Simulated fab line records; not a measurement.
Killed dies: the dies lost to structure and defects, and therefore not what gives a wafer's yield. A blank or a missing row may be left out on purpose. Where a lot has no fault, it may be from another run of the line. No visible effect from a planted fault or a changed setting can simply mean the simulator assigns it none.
Matching of chambers || flow sfq-line || SFQ_TRILAYER_A5B_DEP_PECVD_129 on pecvd-02: 3 sister chambers
The step deposits SiO2 from SiH4/N2O, time 133.33 s, target thk 600 nm. 14 wafers are shown with their chamber, then 7 later ones without.

WAFERS WITH THEIR CHAMBER
{"wafer": "L360.3", "chamber": 1, "heater-power-w (W)": 113, "throttle-valve-pct (%)": 25.3}
{"wafer": "L360.4", "chamber": 1, "heater-power-w (W)": 96, "throttle-valve-pct (%)": 25.3}
{"wafer": "L360.5", "chamber": 2, "heater-power-w (W)": 38, "throttle-valve-pct (%)": 25.7}
{"wafer": "L361.2", "chamber": 0, "heater-power-w (W)": 104, "throttle-valve-pct (%)": 23.8}
{"wafer": "L361.4", "chamber": 1, "heater-power-w (W)": 110, "throttle-valve-pct (%)": 25.4}
{"wafer": "L361.5", "chamber": 0, "heater-power-w (W)": 108, "throttle-valve-pct (%)": 23.7}
{"wafer": "L364.2", "chamber": 2, "heater-power-w (W)": 42, "throttle-valve-pct (%)": 25.8}
{"wafer": "L364.4", "chamber": 0, "heater-power-w (W)": 92, "throttle-valve-pct (%)": 23.8}
{"wafer": "L364.6", "chamber": 2, "heater-power-w (W)": 42, "throttle-valve-pct (%)": 25.8}
{"wafer": "L371.1", "chamber": 1, "heater-power-w (W)": 113, "throttle-valve-pct (%)": 26.0}
{"wafer": "L371.2", "chamber": 0, "heater-power-w (W)": 106, "throttle-valve-pct (%)": 24.4}
{"wafer": "L371.4", "chamber": 0, "heater-power-w (W)": 109, "throttle-valve-pct (%)": 24.5}
{"wafer": "L373.2", "chamber": 2, "heater-power-w (W)": 36, "throttle-valve-pct (%)": 26.4}
{"wafer": "L373.3", "chamber": 1, "heater-power-w (W)": 109, "throttle-valve-pct (%)": 25.9}

SIGNATURES, as means of the wafers listed above
{"reading": "heater-power-w", "chamber 0": 103.80, "chamber 1": 108.20, "chamber 2": 39.50, "scatter within a chamber": 6.14}
{"reading": "throttle-valve-pct", "chamber 0": 24.040, "chamber 1": 25.580, "chamber 2": 25.925, "scatter within a chamber": 0.35}
Rule: a wafer lies at a distance from a chamber equal to the root of the sum of squares, over the readings, of (its reading less the chamber's mean, divided by the reading's scatter). If the next closest chamber is less than 2 further off than the closest, the wafer can't be placed; otherwise it belongs to the closest. The scatter: the root of (the sum of the squares of (reading less its chamber's mean) over the shown wafers, divided by (wafers less chambers)).

WAFERS WHOSE CHAMBER IS MISSING
{"wafer": "L373.4", "heater-power-w (W)": 91, "throttle-valve-pct (%)": 24.5}
{"wafer": "L376.2", "heater-power-w (W)": 109, "throttle-valve-pct (%)": 26.0}
{"wafer": "L376.4", "heater-power-w (W)": 99, "throttle-valve-pct (%)": 24.5}
{"wafer": "L376.6", "heater-power-w (W)": 94, "throttle-valve-pct (%)": 25.8}
{"wafer": "L379.2", "heater-power-w (W)": 99, "throttle-valve-pct (%)": 26.1}
{"wafer": "L379.3", "heater-power-w (W)": 108, "throttle-valve-pct (%)": 24.7}
{"wafer": "L379.6", "heater-power-w (W)": 106, "throttle-valve-pct (%)": 26.0}

CHAMBER TAKEN BY EACH
{"wafer": "L373.4", "from the rows above": "can't be placed: 0 or 1", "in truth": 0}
{"wafer": "L376.2", "from the rows above": 1, "in truth": 1}
{"wafer": "L376.4", "from the rows above": "can't be placed: 0 or 1", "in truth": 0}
{"wafer": "L376.6", "from the rows above": 1, "in truth": 1}
{"wafer": "L379.2", "from the rows above": 1, "in truth": 1}
{"wafer": "L379.3", "from the rows above": "can't be placed: 0 or 1", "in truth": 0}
{"wafer": "L379.6", "from the rows above": 1, "in truth": 1}
4 of 7 placed correctly. These rows do not allow placing 3 (true chamber among the candidates in 3). 0 placed wrongly.
